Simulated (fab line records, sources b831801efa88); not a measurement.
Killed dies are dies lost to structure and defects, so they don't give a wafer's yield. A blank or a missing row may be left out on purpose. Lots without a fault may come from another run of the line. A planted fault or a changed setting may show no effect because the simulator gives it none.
Which tool did it? | flow gf180mcu | 13 lots, 39 wafers sampled, at 6 steps of a route of 602

WHAT THE GAUGES READ, wafer by wafer
GF_STI_THK_MEAS_02.
lot  | measured    | on            | STI_OXIDATION_THK (nm)
L160 | day 1 11:31 | film_metro-01 | 10.06 10.06 10.04
L161 | day 1 16:31 | film_metro-02 | 10.13 10.06 10.08
L164 | day 2 07:31 | film_metro-03 | 10.26 10.09 10.13
L165 | day 2 12:31 | film_metro-01 | 9.65 9.87 9.79
L168 | day 3 05:58 | film_metro-03 | 10.02 10.15 10.00
L170 | day 3 13:50 | film_metro-03 | 9.89 10.06 10.02
L171 | day 3 21:46 | film_metro-02 | 9.82 9.93 9.84
L173 | day 4 04:31 | film_metro-02 | 10.12 10.04 10.17
L175 | day 4 14:31 | film_metro-02 | 9.83 9.59 9.89
L176 | day 4 20:06 | film_metro-01 | 10.00 10.10 9.95
L177 | day 5 00:46 | film_metro-02 | 9.78 10.06 9.91
L180 | day 5 15:31 | film_metro-02 | 9.91 10.14 9.99
L182 | day 6 02:21 | film_metro-01 | 9.55 9.62 9.65

GF_STI_CD_MEAS_12: target cd 220 nm.
lot  | measured    | on        | cd_nm (nm)
L160 | day 2 00:31 | cd_sem-02 | 222.1 221.5 220.6
L161 | day 2 08:46 | cd_sem-02 | 221.5 221.2 221.3
L164 | day 2 21:18 | cd_sem-02 | 220.7 220.9 219.7
L165 | day 3 03:06 | cd_sem-01 | 220.6 220.3 221.5
L168 | day 3 20:20 | cd_sem-01 | 220.7 218.9 219.1
L170 | day 4 03:50 | cd_sem-01 | 221.9 221.8 220.7
L171 | day 4 14:13 | cd_sem-02 | 218.9 219.5 219.5
L173 | day 4 19:59 | cd_sem-02 | 219.7 219.2 218.7
L175 | day 5 06:11 | cd_sem-01 | 222.0 220.2 220.4
L176 | day 5 11:29 | cd_sem-02 | 220.7 220.4 220.7
L177 | day 5 16:36 | cd_sem-02 | 217.6 218.0 218.4
L180 | day 6 07:50 | cd_sem-02 | 220.3 219.6 219.8
L182 | day 6 18:56 | cd_sem-01 | 218.8 218.9 219.0

GF_NWELL_TW_MEAS_11.
lot  | measured    | on            | NWELL_TW
L160 | day 3 05:44 | film_metro-04 | 1560 1560 1558
L161 | day 3 14:59 | film_metro-04 | 1557 1559 1560
L164 | day 4 05:41 | film_metro-03 | 1577 1576 1573
L165 | day 4 13:27 | film_metro-03 | 1586 1576 1580
L168 | day 5 05:29 | film_metro-04 | 1550 1547 1548
L170 | day 5 13:30 | film_metro-04 | 1554 1547 1552
L171 | day 5 23:05 | film_metro-03 | 1388 1372 1385
L173 | day 6 08:54 | film_metro-01 | 1386 1377 1372
L175 | day 6 17:05 | film_metro-04 | 1550 1553 1554
L176 | day 6 22:02 | film_metro-01 | 1554 1558 1562
L177 | day 7 05:37 | film_metro-03 | 1560 1564 1563
L180 | day 7 20:19 | film_metro-01 | 1575 1574 1576
L182 | day 8 07:43 | film_metro-01 | 1557 1547 1554

GF_MVSD_OVL_MEAS_07.
lot  | measured    | on         | MVSD_OVL (nm)
L160 | day 4 07:19 | overlay-02 | -1.0 0.2 -0.8
L161 | day 4 15:49 | overlay-02 | 1.9 0.7 1.0
L164 | day 5 08:52 | overlay-01 | -1.3 0.8 0.8
L165 | day 5 17:08 | overlay-02 | 0.6 -0.1 0.9
L168 | day 6 09:57 | overlay-01 | 0.2 0.2 1.5
L170 | day 6 19:16 | overlay-02 | 2.4 2.3 3.9
L171 | day 7 05:16 | overlay-01 | 1.5 0.8 0.4
L173 | day 7 14:43 | overlay-02 | 1.9 2.0 0.6
L175 | day 8 00:38 | overlay-01 | 0.0 0.8 -0.1
L176 | day 8 05:53 | overlay-02 | 1.0 0.6 -0.5
L177 | day 8 13:25 | overlay-01 | 1.4 1.8 1.1
L180 | day 9 04:25 | overlay-01 | -0.2 0.4 0.9
L182 | day 9 18:11 | overlay-01 | 1.3 -1.4 0.5

GF_VT_IMPLANT_RS_MEAS_47: measures by four-point-probe.
lot  | measured     | on            | NWELL_RS (ohm/sq)
L160 | day 7 08:01  | film_metro-03 | 486.4 488.2 488.0
L161 | day 7 17:06  | film_metro-01 | 488.0 486.5 486.2
L164 | day 8 15:11  | film_metro-03 | 488.0 486.8 487.9
L165 | day 8 23:37  | film_metro-04 | 487.4 488.2 488.5
L168 | day 9 19:49  | film_metro-03 | 487.8 487.0 488.2
L170 | day 10 05:19 | film_metro-03 | 487.6 487.6 486.7
L171 | day 10 16:29 | film_metro-01 | 621.0 620.5 618.0
L173 | day 11 06:25 | film_metro-01 | 621.3 618.2 620.2
L175 | day 11 17:50 | film_metro-03 | 488.9 488.8 488.8
L176 | day 11 21:39 | film_metro-01 | 487.9 487.8 490.2
L177 | day 12 06:58 | film_metro-04 | 487.6 489.5 487.8
L180 | day 13 03:17 | film_metro-01 | 489.2 489.1 488.6
L182 | day 13 19:21 | film_metro-03 | 488.1 488.1 488.5

WHICH TOOL RAN EACH LOT (tool, then ch and the chambers of the sampled wafers, then the start)
lot  | GF_NWELL_IMPLANT_08
L160 | implanter-02 ch 0, day 3 05:20
L161 | implanter-04 ch 0, day 3 14:37
L164 | implanter-03 ch 0, day 4 05:17
L165 | implanter-03 ch 0, day 4 13:03
L168 | implanter-03 ch 0, day 5 05:07
L170 | implanter-03 ch 0, day 5 13:06
L171 | implanter-03 ch 0, day 5 22:43
L173 | implanter-03 ch 0, day 6 08:30
L175 | implanter-02 ch 0, day 6 16:42
L176 | implanter-04 ch 0, day 6 21:39
L177 | implanter-04 ch 0, day 7 05:15
L180 | implanter-02 ch 0, day 7 19:56
L182 | implanter-02 ch 0, day 8 07:19
- GF_NWELL_IMPLANT_08

WHAT THE TOOLS THEMSELVES READ (means of the sampled wafers that have a number; where no wafer has one, the mark that the record gives instead)
GF_NWELL_IMPLANT_08.
lot  | tool         | dose_ions_cm2 | end_station_pressure_torr (Torr) | faraday_current_uA
L160 | implanter-02 | 1.4985e+13    | 4.96e-06                         | 85.3
L161 | implanter-04 | 1.5004e+13    | 5.17e-06                         | 84.7
L164 | implanter-03 | 1.4993e+13    | 5.09e-06                         | 85.5
L165 | implanter-03 | 1.5015e+13    | 5.29e-06                         | 84.6
L168 | implanter-03 | 1.5009e+13    | 5.20e-06                         | 85.3
L170 | implanter-03 | 1.5009e+13    | 4.97e-06                         | 84.4
L171 | implanter-03 | 9.5437e+12    | 4.90e-06                         | 54.0
L173 | implanter-03 | 9.5627e+12    | 5.16e-06                         | 53.1
L175 | implanter-02 | 1.5001e+13    | 5.11e-06                         | 83.1
L176 | implanter-04 | 1.4982e+13    | 5.04e-06                         | 85.6
L177 | implanter-04 | 1.4994e+13    | 4.89e-06                         | 84.2
L180 | implanter-02 | 1.4999e+13    | 4.86e-06                         | 85.1
L182 | implanter-02 | 1.5015e+13    | 5.20e-06                         | 84.1

THE ANSWER, worked out from the rows above alone
Rule: what is usual is taken from the lots themselves. Put in order of their means at a reading, lots are off if they are a third of the lots or fewer, leave a main group of 4 or more, and stand apart from it by a gap of 3 or more times the standard deviation of the main group's means; of several such gaps the widest counts. A main group whose means are all the same, to the digits that the tables above print for the reading, isn't used. A lot without any number at a reading at which 4 lots or more have one is off too. The other lots that the step has rows for count as sound. The gauges are gone through in route order, then the tools' own readings, and for those a lot's mean is taken as printed above. The first step at which some lot is off is used, and at that step the reading that is off furthest; a lot without a number counts as furthest.
Off: L171, L173, at GF_NWELL_TW_MEAS_11 (NWELL_TW). The main group: mean 1561, standard deviation 10.
A tool fits if, at a process step before that reading, it ran every lot that is off, and no sound lot after the first of them. The gauges at GF_NWELL_TW_MEAS_11 aren't tried: what is off there is off at GF_NWELL_IMPLANT_08 too, on other tools, and a gauge's error can't cause that. One fits: implanter-03 at GF_NWELL_IMPLANT_08. Its last sound lot is L170 (day 5 13:06), its first lot that is off L171 (day 5 22:43): a fault that began between those two fits.
The tool's own readings at GF_NWELL_IMPLANT_08 bear it out: on the lots that are off they differ by more than 5 times the standard deviation of the sound lots' means. dose_ions_cm2 reads 9.5532e+12 there against 1.5001e+13 on the sound lots; faraday_current_uA reads 53.5 there against 84.7 on the sound lots.

WHAT THE SIMULATOR HAD PUT IN
Process parameter drift: implanter-03, from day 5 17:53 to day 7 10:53, at GF_NWELL_IMPLANT_08. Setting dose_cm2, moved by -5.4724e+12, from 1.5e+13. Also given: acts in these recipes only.
Lots struck among those shown: L171, L173. The rule above found the same.
